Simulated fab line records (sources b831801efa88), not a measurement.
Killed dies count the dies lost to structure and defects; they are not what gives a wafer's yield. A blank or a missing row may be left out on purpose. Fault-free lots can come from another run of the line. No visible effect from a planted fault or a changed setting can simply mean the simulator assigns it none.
fab line records    flow sky130
[record] lots = 7  wafers = 21  last_day = 50
route steps=708 shown SONOS_ONO@168
lots untouched by any fault: they come from a run of this same line in which no faults occurred
start_h: the number of hours between the record's first day and the start of the first shown wafer of the lot    wait_h: hours from the lot's prior step to this one    " identical to the entry in the row above    L1.1+2: one row covering several wafers at once    - no value, or no start given    * or withheld: withheld    < > ~ a bound
route shown NAME@n: a module of which the file shows steps, and the number in the route of the first    usual: mean/standard deviation of fault-free wafers    same: alike in all rows    chamber/n: place in a boat    sites: readings site by site    _std_site: the values' standard deviation    _edge_site: the outer-site mean with the inner-site mean subtracted    radius_mm: for every site, how far away it sits from the centre of the wafer    mask NAME#n: copy n    behind: tool/chamber where the wafer was last shaped    hold: reason for holding the lot/hours on hold/outcome of the hold    device: names the non-switching transistor (n, p or np)    end of line: the tests these same wafers got at the end of their route    a step given without rows: its recipe and nothing more    killed: count of dies lost to structure and defects at first sort (not the wafer's yield)    map: per-die view of a wafer (x killed, . not killed, _ where there is no die)
set.NAME: the setting as run; set.NAME@STEP: as run at that earlier step    model.NAME: the simulator's own value behind a step, which no gauge read
a table for each step, a row for each wafer; lots at some steps of the route
[[steps]]
[step SKY_SONOS_ONO_OXIDATION_00]
[recipe] temp_c = 800  ambient = O2  idle_temp_c = 700  ramp_up_c_per_min = 10  ramp_down_c_per_min = 3  stabilise_s = 600  purge_s = 300  target_thk_a = 26  ox_time_s = 1249
[step SKY_SONOS_ONO_THK_MEAS_01]
[recipe] reads = SiO2_of_SONOS_ONO_OXIDATION_00
[usual] SONOS_ONO_OXIDATION_THK = 2.62/0.059
lot.wafer  tool           chamber  start_h  wait_h  SONOS_ONO_OXIDATION_THK[nm]
L744.2     film_metro-03  -        263.09   0.0     2.70
L744.3     "              -        "        "       2.62
L744.4     "              -        "        "       2.67
L748.2     film_metro-01  -        287.97   0.0     2.66
L748.3     "              -        "        "       2.67
L748.4     "              -        "        "       2.67
L755.1     film_metro-03  -        351.88   0.0     2.70
L755.5     "              -        "        "       2.64
L755.6     "              -        "        "       2.68
L756.2     film_metro-04  -        355.98   0.0     2.69
L756.3     "              -        "        "       2.64
L756.6     "              -        "        "       2.72
L757.1     film_metro-04  -        369.40   0.0     2.59
L757.2     "              -        "        "       2.56
L757.6     "              -        "        "       2.59
L762.1     film_metro-04  -        410.66   0.0     2.63
L762.2     "              -        "        "       2.59
L762.6     "              -        "        "       2.64
L764.1     film_metro-03  -        423.13   0.0     2.60
L764.2     "              -        "        "       2.63
L764.3     "              -        "        "       2.62
[step SKY_SONOS_ONO_CVD_02]
[recipe] material = Si3N4  precursor = DCS/NH3  target_thk_nm = 10.5  temp_c = 770  time_s = 180  pressure_mtorr = 250
[step SKY_SONOS_ONO_THK_MEAS_03]
[recipe] reads = Si3N4_of_SONOS_ONO_CVD_02
[usual] SONOS_ONO_CVD_02_THK = 10.46/0.14
lot.wafer  tool           chamber  start_h  wait_h  SONOS_ONO_CVD_02_THK[nm]
L744.2     film_metro-01  -        264.20   0.0     10.83
L744.3     "              -        "        "       10.74
L744.4     "              -        "        "       10.71
L748.2     film_metro-04  -        292.04   0.0     10.38
L748.3     "              -        "        "       10.44
L748.4     "              -        "        "       10.38
L755.1     film_metro-03  -        354.53   0.0     10.28
L755.5     "              -        "        "       10.46
L755.6     "              -        "        "       10.49
L756.2     film_metro-03  -        357.09   0.0     10.30
L756.3     "              -        "        "       10.38
L756.6     "              -        "        "       10.47
L757.1     film_metro-01  -        370.95   0.0     10.34
L757.2     "              -        "        "       10.49
L757.6     "              -        "        "       10.40
L762.1     film_metro-04  -        413.34   0.0     10.37
L762.2     "              -        "        "       10.46
L762.6     "              -        "        "       10.45
L764.1     film_metro-03  -        426.25   0.0     10.32
L764.2     "              -        "        "       10.28
L764.3     "              -        "        "       10.31
[step SKY_SONOS_ONO_CVD_04]
[recipe] material = SiO2  precursor = SiH4/N2O  target_thk_nm = 5.7199  temp_c = 900  pressure_mtorr = 400
[step SKY_SONOS_ONO_THK_MEAS_05]
[recipe] reads = SiO2_of_SONOS_ONO_CVD_04
[usual] SONOS_ONO_CVD_04_THK = 5.66/0.12
lot.wafer  tool           chamber  start_h  wait_h  SONOS_ONO_CVD_04_THK[nm]
L744.2     film_metro-01  -        265.51   0.0     5.60
L744.3     "              -        "        "       5.51
L744.4     "              -        "        "       5.50
L748.2     film_metro-03  -        293.35   0.0     5.60
L748.3     "              -        "        "       5.64
L748.4     "              -        "        "       5.54
L755.1     film_metro-04  -        355.84   0.0     5.52
L755.5     "              -        "        "       5.45
L755.6     "              -        "        "       5.53
L756.2     film_metro-01  -        359.03   0.0     5.59
L756.3     "              -        "        "       5.65
L756.6     "              -        "        "       5.52
L757.1     film_metro-03  -        372.26   0.0     5.60
L757.2     "              -        "        "       5.54
L757.6     "              -        "        "       5.54
L762.1     film_metro-04  -        414.65   0.0     6.04
L762.2     "              -        "        "       5.99
L762.6     "              -        "        "       5.94
L764.1     film_metro-01  -        428.18   0.0     5.62
L764.2     "              -        "        "       5.74
L764.3     "              -        "        "       5.64
[step SKY_SONOS_ONO_DEHYDRATE_06]
[recipe] temp_c = 200  time_s = 60
[step SKY_SONOS_ONO_HMDS_07]
[recipe] prime_time_s = 60  prime_temp_c = 120
[step SKY_SONOS_ONO_COAT_08]
[recipe] resist = NOVOLAK  spin_rpm = 3000  resist_thk_nm = 1140
[step SKY_SONOS_ONO_SOFTBAKE_09]
[recipe] temp_c = 90  time_s = 60  resist = NOVOLAK
[step SKY_SONOS_ONO_EXPOSE_10]
[recipe] mask_id = ONOM  target_cd_nm = 410  na = 0.6  source_shape = conventional  sigma_outer = 0.6  dose_mj = 150
[step SKY_SONOS_ONO_PEB_11]
[recipe] temp_c = withheld  time_s = *  resist = NOVOLAK
[step SKY_SONOS_ONO_DEVELOP_12]
[recipe] develop_time_s = 60  dev_temp_c = 23
[usual] chill_plate_temp_C = 22.96/0.094  develop_time_s = 60/0
lot.wafer  tool            chamber  start_h  wait_h  chill_plate_temp_C  develop_time_s
L744.2     litho_track-03  0        289.19   0.1     22.92               60
L744.3     "               0        "        "       22.90               60
L744.4     "               0        "        "       22.97               60
L748.2     litho_track-01  0        318.31   0.1     22.89               60
L748.3     "               0        "        "       22.97               60
L748.4     "               0        "        "       22.91               60
L755.1     litho_track-03  -        382.37   0.1     -                   -
L755.5     "               -        "        "       -                   -
L755.6     "               -        "        "       -                   -
L756.2     litho_track-04  -        385.99   0.1     -                   -
L756.3     "               -        "        "       -                   -
L756.6     "               -        "        "       -                   -
L757.1     litho_track-01  -        400.44   0.1     -                   -
L757.2     "               -        "        "       -                   -
L757.6     "               -        "        "       -                   -
L762.1     litho_track-04  0        445.41   0.1     23.01               60
L762.2     "               0        "        "       22.87               60
L762.6     "               0        "        "       22.95               60
L764.1     litho_track-04  0        458.76   0.1     22.84               60
L764.2     "               0        "        "       22.80               60
L764.3     "               0        "        "       23.06               60
[step SKY_SONOS_ONO_CD_MEAS_13]
[recipe] target_cd_nm = 410
[usual] cd_nm = 409.7/1.9
lot.wafer  tool       chamber  start_h  wait_h  cd_nm
L744.2     cd_sem-02  -        289.34   0.1     411.0
L744.3     "          -        "        "       411.4
L744.4     "          -        "        "       411.5
L748.2     cd_sem-01  -        318.46   0.1     413.3
L748.3     "          -        "        "       411.7
L748.4     "          -        "        "       411.5
L755.1     cd_sem-02  -        382.52   0.1     -
L755.5     "          -        "        "       -
L755.6     "          -        "        "       -
L756.2     cd_sem-01  -        386.13   0.1     -
L756.3     "          -        "        "       -
L756.6     "          -        "        "       -
L757.1     cd_sem-02  -        400.59   0.1     -
L757.2     "          -        "        "       -
L757.6     "          -        "        "       -
L762.1     cd_sem-02  -        445.56   0.1     410.6
L762.2     "          -        "        "       411.1
L762.6     "          -        "        "       412.5
L764.1     cd_sem-02  -        458.91   0.1     410.3
L764.2     "          -        "        "       408.3
L764.3     "          -        "        "       410.3
[[key]]
[first_sign] step = SKY_SONOS_ONO_DEVELOP_12  reading = tool_record  direction = missing
effect none on later readings
met_at SKY_SONOS_ONO_DEVELOP_12
struck_wafers L755.1,L755.5,L755.6,L756.2,L756.3,L756.6,L757.1,L757.2,L757.6
later_rows_left_out L755.1,L755.5,L755.6,L756.2,L756.3,L756.6,L757.1,L757.2,L757.6
sort_left_out L755.1,L755.5,L755.6,L756.2,L756.3,L756.6,L757.1,L757.2,L757.6
tester_left_out L755,L756,L757
onset_between 318.31 382.37
[fault] kind = skipped_step_whole  tool = litho_track-01,litho_track-03,litho_track-04  chamber = -  onset_h = 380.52  steps = SKY_SONOS_ONO_DEVELOP_12  scope = struck_lots_only
// tester_left_out: of these lots the tester's yield and bins aren't shown, on N5 and GAA mostly nor the transistor test; their killed dies are dies lost to structure and defects alone, not to doping, threshold or leakage, so they don't give the yield
// sort_left_out: the simulated sort isn't trusted on such a fault, so these wafers' sort isn't shown, and their yield isn't known
// later_rows_left_out: the simulator's readings of these wafers behind a module that went badly wrong aren't trusted and aren't shown, but for the sort
